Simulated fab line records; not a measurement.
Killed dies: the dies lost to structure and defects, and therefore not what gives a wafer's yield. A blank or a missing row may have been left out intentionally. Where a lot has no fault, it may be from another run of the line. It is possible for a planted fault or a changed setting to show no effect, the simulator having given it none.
Which tool was responsible? | flow sky130 | Sampling: 13 lots, 39 wafers, 4 of 708 route steps

## WHAT EACH GAUGE READ, for each wafer
SKY_NWELL_THK_MEAS_02. Usual: NWELL_OXIDATION_THK typically reads 10.00 nm, with standard deviation 0.16.
lot  | measured    | on           | NWELL_OXIDATION_THK (nm) | flag
L883 | day 2 12:03 | filmMetro-02 | 10.25 10.22 10.05        | 
L884 | day 2 17:40 | filmMetro-04 | 9.97 9.88 9.91           | 
L885 | day 2 21:41 | filmMetro-01 | 10.19 10.03 10.17        | 
L892 | day 4 16:04 | filmMetro-04 | 9.97 10.14 9.94          | 
L896 | day 5 07:24 | filmMetro-02 | 9.98 9.92 9.85           | 
L899 | day 5 22:40 | filmMetro-01 | 9.71 9.92 9.97           | 
L901 | day 6 13:38 | filmMetro-01 | 10.04 10.12 10.27        | 
L900 | day 6 15:02 | filmMetro-01 | 10.11 10.06 9.81         | 
L902 | day 6 19:34 | filmMetro-02 | 9.80 9.91 9.89           | 
L903 | day 6 23:22 | filmMetro-01 | 9.98 9.93 9.85           | 
L904 | day 7 01:19 | filmMetro-01 | 9.93 9.95 9.82           | 
L905 | day 7 05:27 | filmMetro-01 | 9.89 10.04 9.86          | 
L906 | day 7 14:59 | filmMetro-01 | 9.85 9.81 9.91           | 

SKY_NWELL_TW_MEAS_15. Usual: NWELL_TW typically reads 1809, with standard deviation 17.
lot  | measured     | on           | NWELL_TW       | flag
L883 | day 4 12:22  | filmMetro-01 | 1816 1823 1822 | 
L884 | day 4 18:46  | filmMetro-04 | 1785 1781 1778 | 
L885 | day 4 22:56  | filmMetro-04 | 1784 1785 1790 | 
L892 | day 6 23:07  | filmMetro-04 | 30 30 30       | OFF
L896 | day 7 16:16  | filmMetro-01 | 1834 1829 1839 | 
L899 | day 8 08:43  | filmMetro-02 | 1821 1820 1826 | 
L901 | day 9 02:21  | filmMetro-02 | 1820 1817 1812 | 
L900 | day 9 03:13  | filmMetro-01 | 1841 1840 1833 | 
L902 | day 9 09:40  | filmMetro-04 | 1797 1790 1800 | 
L903 | day 9 12:21  | filmMetro-01 | 1834 1844 1835 | 
L904 | day 9 14:55  | filmMetro-02 | 1814 1819 1805 | 
L905 | day 9 20:39  | filmMetro-02 | 1810 1808 1808 | 
L906 | day 10 07:48 | filmMetro-04 | 1787 1800 1805 | 

## WHICH TOOL RAN EACH LOT (tool, then ch and the chambers of the sampled wafers, then the start)
lot  | SKY_PWDE_STRIP_09                  | SKY_NWELL_STRIP_14
L883 | plasmaAsher-01 ch 0,1, day 3 19:10 | plasmaAsher-04 ch 0, day 4 12:16
L884 | plasmaAsher-03 ch 0,1, day 4 00:55 | plasmaAsher-01 ch 0,1, day 4 18:39
L885 | plasmaAsher-02 ch 0,1, day 4 05:32 | plasmaAsher-01 ch 0,1, day 4 22:50
L892 | plasmaAsher-01 ch 0,1, day 6 03:29 | plasmaAsher-04 ch 0,1, day 6 23:01
L896 | plasmaAsher-03 ch 0,1, day 6 20:19 | plasmaAsher-03 ch 1, day 7 16:10
L899 | plasmaAsher-03 ch 0,1, day 7 12:34 | plasmaAsher-01 ch 0,1, day 8 08:37
L901 | plasmaAsher-02 ch 0,1, day 8 05:23 | plasmaAsher-04 ch 0,1, day 9 02:14
L900 | plasmaAsher-01 ch 0,1, day 8 05:57 | plasmaAsher-01 ch 0,1, day 9 03:08
L902 | plasmaAsher-03 ch 0,1, day 8 11:22 | plasmaAsher-04 ch 0, day 9 09:34
L903 | plasmaAsher-03 ch 0,1, day 8 14:55 | plasmaAsher-03 ch 1, day 9 12:15
L904 | plasmaAsher-03 ch 0, day 8 16:44   | plasmaAsher-03 ch 0,1, day 9 14:48
L905 | plasmaAsher-01 ch 0,1, day 8 22:26 | plasmaAsher-03 ch 0,1, day 9 20:33
L906 | plasmaAsher-01 ch 0,1, day 9 09:55 | plasmaAsher-04 ch 0,1, day 10 07:42
- SKY_PWDE_STRIP_09: strips in O2/N2.
- SKY_NWELL_STRIP_14: strips in O2/N2.

## WHAT THE TOOLS THEMSELVES READ (means of the sampled wafers that have a number; where no wafer has one, the mark that the record gives instead)
SKY_PWDE_STRIP_09. Usual: drypumpMotorCurrentA 5.8 A, standard deviation 0.46; oesProductAu 0.722 a.u., standard deviation 0.0044; stripTimeToEndpointS 36.96 s, standard deviation 0.087.
lot  | tool           | drypumpMotorCurrentA (A) | oesProductAu (a.u.) | stripTimeToEndpointS (s) | flag
L883 | plasmaAsher-01 | 6.0                      | 0.719               | 37.05                    | 
L884 | plasmaAsher-03 | 6.1                      | 0.724               | 37.13                    | 
L885 | plasmaAsher-02 | 5.2                      | 0.720               | 36.94                    | 
L892 | plasmaAsher-01 | 6.0                      | 0.928               | -                        | OFF
L896 | plasmaAsher-03 | 6.1                      | 0.718               | 36.94                    | 
L899 | plasmaAsher-03 | 6.1                      | 0.720               | 36.98                    | 
L901 | plasmaAsher-02 | 5.2                      | 0.722               | 36.87                    | 
L900 | plasmaAsher-01 | 5.7                      | 0.721               | 37.05                    | 
L902 | plasmaAsher-03 | 6.1                      | 0.720               | 36.95                    | 
L903 | plasmaAsher-03 | 6.1                      | 0.728               | 36.91                    | 
L904 | plasmaAsher-03 | 6.1                      | 0.723               | 36.96                    | 
L905 | plasmaAsher-01 | 6.0                      | 0.719               | 36.98                    | 
L906 | plasmaAsher-01 | 6.0                      | 0.723               | 37.03                    | 

SKY_NWELL_STRIP_14. Usual: drypumpMotorCurrentA 6.2 A, standard deviation 0.38; oesProductAu 0.723 a.u., standard deviation 0.0048; stripTimeToEndpointS 37.02 s, standard deviation 0.1.
lot  | tool           | drypumpMotorCurrentA (A) | oesProductAu (a.u.) | stripTimeToEndpointS (s) | flag
L883 | plasmaAsher-04 | 6.4                      | 0.716               | 37.05                    | 
L884 | plasmaAsher-01 | 6.0                      | 0.728               | 36.97                    | 
L885 | plasmaAsher-01 | 5.7                      | 0.721               | 36.96                    | 
L892 | plasmaAsher-04 | 6.5                      | 0.732               | 61.43                    | OFF
L896 | plasmaAsher-03 | 6.2                      | 0.722               | 37.05                    | 
L899 | plasmaAsher-01 | 5.7                      | 0.724               | 37.16                    | 
L901 | plasmaAsher-04 | 6.5                      | 0.721               | 36.97                    | 
L900 | plasmaAsher-01 | 6.0                      | 0.718               | 37.09                    | 
L902 | plasmaAsher-04 | 6.4                      | 0.722               | 37.01                    | 
L903 | plasmaAsher-03 | 6.2                      | 0.722               | 37.01                    | 
L904 | plasmaAsher-03 | 6.1                      | 0.725               | 36.86                    | 
L905 | plasmaAsher-03 | 6.1                      | 0.725               | 36.91                    | 
L906 | plasmaAsher-04 | 6.5                      | 0.721               | 37.04                    | 

## THE ANSWER, worked out from the rows above alone
Rule: a lot counts as off when the mean over its wafers that have a number is more than 3 standard deviations away from the usual mean. Also off: a lot with no number at a reading for which 4 or more lots have one. Any other lot the step has rows for is counted as sound. The gauges are gone through in route order, then the tools' own readings, and for those a lot's mean is taken as printed above. The first step at which some lot is off is used, and at that step the reading that is off furthest; a lot without a number counts as furthest.
Off: at SKY_NWELL_TW_MEAS_15 (NWELL_TW), L892.
A tool fits if, at a process step before that reading, it ran every lot that is off, and no sound lot after the first of them. The gauges at SKY_NWELL_TW_MEAS_15 aren't tried: what is off there is off at SKY_PWDE_STRIP_09 too, on other tools, and a gauge's error can't cause that. Of those tried, none fits.

## WHAT WAS PUT IN BY THE SIMULATOR
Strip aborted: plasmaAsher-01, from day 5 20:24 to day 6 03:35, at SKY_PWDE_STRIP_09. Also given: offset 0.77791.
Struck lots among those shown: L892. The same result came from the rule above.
